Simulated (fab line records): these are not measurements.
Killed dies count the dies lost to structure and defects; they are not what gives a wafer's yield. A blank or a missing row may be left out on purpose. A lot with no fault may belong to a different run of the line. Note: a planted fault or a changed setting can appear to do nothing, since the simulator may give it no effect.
fab line records / flow sky130
record: lots: 5 wafers: 15 last-day: 50
route steps=708 shown METAL5@666
lots with no fault: from the same line, run without faults
start-h: hours from the record's opening day to when the first of the lot's shown wafers began / wait-h: hours since the lot's step before / " unchanged from the row above / L1.1+2: a row that stands for several wafers / - no value present, or no start provided / * or withheld: withheld / < > ~ a bound
route shown NAME@n: a module of which the file shows steps, and the number in the route of the first / usual: mean/standard deviation of fault-free wafers / same: alike in all rows / chamber/n: place in a boat / sites: each site's reading / _std_site: the values' standard deviation / _edge_site: the outer-site mean with the inner-site mean subtracted / radius-mm: for every site, how far away it sits from the centre of the wafer / mask NAME#n: copy n / behind: tool/chamber where the wafer was last shaped / hold: why the lot was held/for how many hours/how that ended / device: transistor that didn't switch, given as n, p or np / end of line: the route-end tests of the same wafers / a step with no rows: only its recipe / killed: count of dies lost to structure and defects at first sort (not the wafer's yield) / map: shows each die of a wafer: x if killed, . if not, _ if none is there
set.NAME: the setting the step ran with; set.NAME@STEP: the setting that earlier step ran with / model.NAME: the simulator's own value behind a step, which no gauge read
certain route steps with their lots: each step a table, each wafer a row
services: when a tool's chamber went out of use (start-h, in hours from the record's first day, below 0 if earlier), for how many hours, and the reason
== steps ==
step: SKY_METAL5_RS_MEAS_05
recipe: thk-meas-gauge: four-point-probe reads: TiN_of_METAL5_SPUTTER_04+Ti_of_METAL5_SPUTTER_03+AlCu_of_METAL5_SPUTTER_02+TiN_of_METAL5_SPUTTER_01+Ti_of_METAL5_SPUTTER_00
usual: METAL5_ALCU_RS: 0.02709/0.00025
lot.wafer=L077.2 tool=film-metro-03 chamber=- start-h=1039.88 wait-h=0.0 METAL5_ALCU_RS[ohm/sq]=0.02699
lot.wafer=L077.4 tool=film-metro-03 chamber=- start-h=1039.88 wait-h=0.0 METAL5_ALCU_RS[ohm/sq]=0.02669
lot.wafer=L077.5 tool=film-metro-03 chamber=- start-h=1039.88 wait-h=0.0 METAL5_ALCU_RS[ohm/sq]=0.02683
lot.wafer=L076.1 tool=film-metro-03 chamber=- start-h=1042.09 wait-h=0.1 METAL5_ALCU_RS[ohm/sq]=0.02704
lot.wafer=L076.4 tool=film-metro-03 chamber=- start-h=1042.09 wait-h=0.1 METAL5_ALCU_RS[ohm/sq]=0.02709
lot.wafer=L076.6 tool=film-metro-03 chamber=- start-h=1042.09 wait-h=0.1 METAL5_ALCU_RS[ohm/sq]=0.02716
lot.wafer=L089.2 tool=film-metro-03 chamber=- start-h=1095.24 wait-h=0.0 METAL5_ALCU_RS[ohm/sq]=0.02752
lot.wafer=L089.4 tool=film-metro-03 chamber=- start-h=1095.24 wait-h=0.0 METAL5_ALCU_RS[ohm/sq]=0.02757
lot.wafer=L089.6 tool=film-metro-03 chamber=- start-h=1095.24 wait-h=0.0 METAL5_ALCU_RS[ohm/sq]=0.02746
lot.wafer=L090.3 tool=film-metro-03 chamber=- start-h=1108.42 wait-h=0.1 METAL5_ALCU_RS[ohm/sq]=0.0274
lot.wafer=L090.4 tool=film-metro-03 chamber=- start-h=1108.42 wait-h=0.1 METAL5_ALCU_RS[ohm/sq]=0.02741
lot.wafer=L090.6 tool=film-metro-03 chamber=- start-h=1108.42 wait-h=0.1 METAL5_ALCU_RS[ohm/sq]=0.02726
lot.wafer=L096.3 tool=film-metro-02 chamber=- start-h=1136.88 wait-h=0.1 METAL5_ALCU_RS[ohm/sq]=0.02694
lot.wafer=L096.4 tool=film-metro-02 chamber=- start-h=1136.88 wait-h=0.1 METAL5_ALCU_RS[ohm/sq]=0.02687
lot.wafer=L096.6 tool=film-metro-02 chamber=- start-h=1136.88 wait-h=0.1 METAL5_ALCU_RS[ohm/sq]=0.02701
step: SKY_METAL5_THK_MEAS_06
recipe: thk-meas-gauge: xrf reads: AlCu_of_METAL5_SPUTTER_02
usual: METAL5_ALCU_THK: 1143/13
lot.wafer=L077.2 tool=film-metro-03 chamber=- start-h=1039.99 wait-h=0.1 METAL5_ALCU_THK[nm]=1138
lot.wafer=L077.4 tool=film-metro-03 chamber=- start-h=1039.99 wait-h=0.1 METAL5_ALCU_THK[nm]=1152
lot.wafer=L077.5 tool=film-metro-03 chamber=- start-h=1039.99 wait-h=0.1 METAL5_ALCU_THK[nm]=1142
lot.wafer=L076.1 tool=film-metro-03 chamber=- start-h=1042.21 wait-h=0.1 METAL5_ALCU_THK[nm]=1141
lot.wafer=L076.4 tool=film-metro-03 chamber=- start-h=1042.21 wait-h=0.1 METAL5_ALCU_THK[nm]=1143
lot.wafer=L076.6 tool=film-metro-03 chamber=- start-h=1042.21 wait-h=0.1 METAL5_ALCU_THK[nm]=1138
lot.wafer=L089.2 tool=film-metro-03 chamber=- start-h=1095.35 wait-h=0.1 METAL5_ALCU_THK[nm]=1115
lot.wafer=L089.4 tool=film-metro-03 chamber=- start-h=1095.35 wait-h=0.1 METAL5_ALCU_THK[nm]=1109
lot.wafer=L089.6 tool=film-metro-03 chamber=- start-h=1095.35 wait-h=0.1 METAL5_ALCU_THK[nm]=1125
lot.wafer=L090.3 tool=film-metro-03 chamber=- start-h=1108.52 wait-h=0.1 METAL5_ALCU_THK[nm]=1124
lot.wafer=L090.4 tool=film-metro-03 chamber=- start-h=1108.52 wait-h=0.1 METAL5_ALCU_THK[nm]=1125
lot.wafer=L090.6 tool=film-metro-03 chamber=- start-h=1108.52 wait-h=0.1 METAL5_ALCU_THK[nm]=1134
lot.wafer=L096.3 tool=film-metro-02 chamber=- start-h=1136.98 wait-h=0.1 METAL5_ALCU_THK[nm]=1151
lot.wafer=L096.4 tool=film-metro-02 chamber=- start-h=1136.98 wait-h=0.1 METAL5_ALCU_THK[nm]=1152
lot.wafer=L096.6 tool=film-metro-02 chamber=- start-h=1136.98 wait-h=0.1 METAL5_ALCU_THK[nm]=1147
step: SKY_METAL5_DEHYDRATE_07
recipe: temp-c: 200 time-s: 60
lot.wafer=L077.2+4+5 tool=litho-track-02 chamber=0 start-h=1049.72 wait-h=9.7
lot.wafer=L076.1+4+6 tool=litho-track-02 chamber=0 start-h=1051.39 wait-h=9.2
lot.wafer=L089.2+4+6 tool=litho-track-01 chamber=0 start-h=1106.13 wait-h=10.8
lot.wafer=L090.3+4+6 tool=litho-track-01 chamber=0 start-h=1117.06 wait-h=8.5
lot.wafer=L096.3+4+6 tool=litho-track-04 chamber=0 start-h=1145.86 wait-h=8.9
step: SKY_METAL5_HMDS_08
recipe: prime-time-s: 60 prime-temp-c: 120
usual: prime-temp-c: 120.01/0.14
same: prime-time-s: 60
lot.wafer=L077.2 tool=litho-track-02 chamber=0 start-h=1049.87 wait-h=0.1 prime-temp-c=120.14
lot.wafer=L077.4 tool=litho-track-02 chamber=0 start-h=1049.87 wait-h=0.1 prime-temp-c=119.75
lot.wafer=L077.5 tool=litho-track-02 chamber=0 start-h=1049.87 wait-h=0.1 prime-temp-c=120.03
lot.wafer=L076.1 tool=litho-track-02 chamber=0 start-h=1051.54 wait-h=0.1 prime-temp-c=119.72
lot.wafer=L076.4 tool=litho-track-02 chamber=0 start-h=1051.54 wait-h=0.1 prime-temp-c=120.05
lot.wafer=L076.6 tool=litho-track-02 chamber=0 start-h=1051.54 wait-h=0.1 prime-temp-c=119.80
lot.wafer=L089.2 tool=litho-track-01 chamber=0 start-h=1106.28 wait-h=0.1 prime-temp-c=120.12
lot.wafer=L089.4 tool=litho-track-01 chamber=0 start-h=1106.28 wait-h=0.1 prime-temp-c=120.15
lot.wafer=L089.6 tool=litho-track-01 chamber=0 start-h=1106.28 wait-h=0.1 prime-temp-c=120.09
lot.wafer=L090.3 tool=litho-track-01 chamber=0 start-h=1117.21 wait-h=0.1 prime-temp-c=120.21
lot.wafer=L090.4 tool=litho-track-01 chamber=0 start-h=1117.21 wait-h=0.1 prime-temp-c=120.10
lot.wafer=L090.6 tool=litho-track-01 chamber=0 start-h=1117.21 wait-h=0.1 prime-temp-c=120.09
lot.wafer=L096.3 tool=litho-track-04 chamber=0 start-h=1146.01 wait-h=0.1 prime-temp-c=120.00
lot.wafer=L096.4 tool=litho-track-04 chamber=0 start-h=1146.01 wait-h=0.1 prime-temp-c=119.88
lot.wafer=L096.6 tool=litho-track-04 chamber=0 start-h=1146.01 wait-h=0.1 prime-temp-c=119.98
step: SKY_METAL5_COAT_09
recipe: resist: NOVOLAK spin-rpm: 3000 resist-thk-nm: 1800
lot.wafer=L077.2+4+5 tool=litho-track-02 chamber=0 start-h=1050.02 wait-h=0.1
lot.wafer=L076.1+4+6 tool=litho-track-02 chamber=0 start-h=1051.69 wait-h=0.1
lot.wafer=L089.2+4+6 tool=litho-track-01 chamber=0 start-h=1106.43 wait-h=0.1
lot.wafer=L090.3+4+6 tool=litho-track-01 chamber=0 start-h=1117.36 wait-h=0.1
lot.wafer=L096.3+4+6 tool=litho-track-04 chamber=0 start-h=1146.16 wait-h=0.1
step: SKY_METAL5_SOFTBAKE_10
recipe: temp-c: 90 time-s: 60 resist: NOVOLAK
lot.wafer=L077.2+4+5 tool=litho-track-02 chamber=0 start-h=1050.17 wait-h=0.1
lot.wafer=L076.1+4+6 tool=litho-track-02 chamber=0 start-h=1051.84 wait-h=0.1
lot.wafer=L089.2+4+6 tool=litho-track-01 chamber=0 start-h=1106.58 wait-h=0.1
lot.wafer=L090.3+4+6 tool=litho-track-01 chamber=0 start-h=1117.51 wait-h=0.1
lot.wafer=L096.3+4+6 tool=litho-track-04 chamber=0 start-h=1146.31 wait-h=0.1
step: SKY_METAL5_EXPOSE_11
recipe: mask-id: MM5 na: 0.6 source-shape: conventional sigma-outer: 0.6 polarization: unpolarized target-cd-nm: 1600 dose-mj: 190
lot.wafer=L077.2+4+5 tool=iline-stepper-02 chamber=0 start-h=- wait-h=- mask=MM5#0
lot.wafer=L076.1+4+6 tool=iline-stepper-01 chamber=0 start-h=- wait-h=- mask=MM5#0
lot.wafer=L089.2+4+6 tool=iline-stepper-01 chamber=0 start-h=- wait-h=- mask=MM5#0
lot.wafer=L090.3+4+6 tool=iline-stepper-02 chamber=0 start-h=- wait-h=- mask=MM5#0
lot.wafer=L096.3+4+6 tool=iline-stepper-02 chamber=0 start-h=- wait-h=- mask=MM5#0
== services ==
tool=iline-stepper-01 chamber=0 start-h=1043.14 hours=- kind=calibration
tool=iline-stepper-02 chamber=0 start-h=1113.67 hours=- kind=calibration
tool=iline-stepper-01 chamber=- start-h=1128.48 hours=1.7 kind=pm
tool=iline-stepper-01 chamber=- start-h=1139.75 hours=7.6 kind=repair
== key ==
fault none
